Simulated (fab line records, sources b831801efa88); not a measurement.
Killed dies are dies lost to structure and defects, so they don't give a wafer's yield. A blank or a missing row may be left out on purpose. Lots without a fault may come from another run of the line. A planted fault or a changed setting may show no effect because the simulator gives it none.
Chamber matching | flow gf180mcu | GF_V3_CVD_02 on pecvd-01: 3 sister chambers
The step deposits SiO2 from TEOS, target thk 850 nm, time 94.851 s. 3 wafers are shown with their chamber, then 8 later ones without.

WAFERS WITH THEIR CHAMBER
wafer  | chamber | heater_power_w (W)
L424.4 | 0       | 623
L424.6 | 1       | 528
L425.2 | 2       | 808

WAFERS WITHOUT THEIR CHAMBER
wafer  | heater_power_w (W)
L425.3 | 498
L425.6 | 677
L426.2 | 825
L426.5 | 497
L426.6 | 503
L431.1 | 545
L431.5 | 807
L431.6 | 439

WHICH CHAMBER EACH WENT THROUGH
wafer  | from the rows above     | in truth
L425.3 | 1                       | 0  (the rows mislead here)
L425.6 | can't be placed: 0 or 2 | 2
L426.2 | 2                       | 2
L426.5 | 1                       | 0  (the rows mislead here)
L426.6 | 1                       | 1
L431.1 | can't be placed: 1 or 0 | 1
L431.5 | 2                       | 2
L431.6 | 1                       | 1
Placed correctly: 4 of 8. Can't be placed from these rows: 2 (the true chamber is among the candidates in 2). Placed wrongly: 2.
How it was worked out, from the rows above alone: a wafer's distance from a chamber is the root of the sum, over the readings, of the square of ((its reading less the chamber's mean) divided by the reading's scatter). The wafer belongs to the nearest chamber; if the next one is less than 2 further off, it can't be placed. A chamber's mean is the mean of its shown wafers. The scatter: with one shown wafer a chamber, the root of the mean of the squares of how far each hidden wafer lies from its nearest shown one.
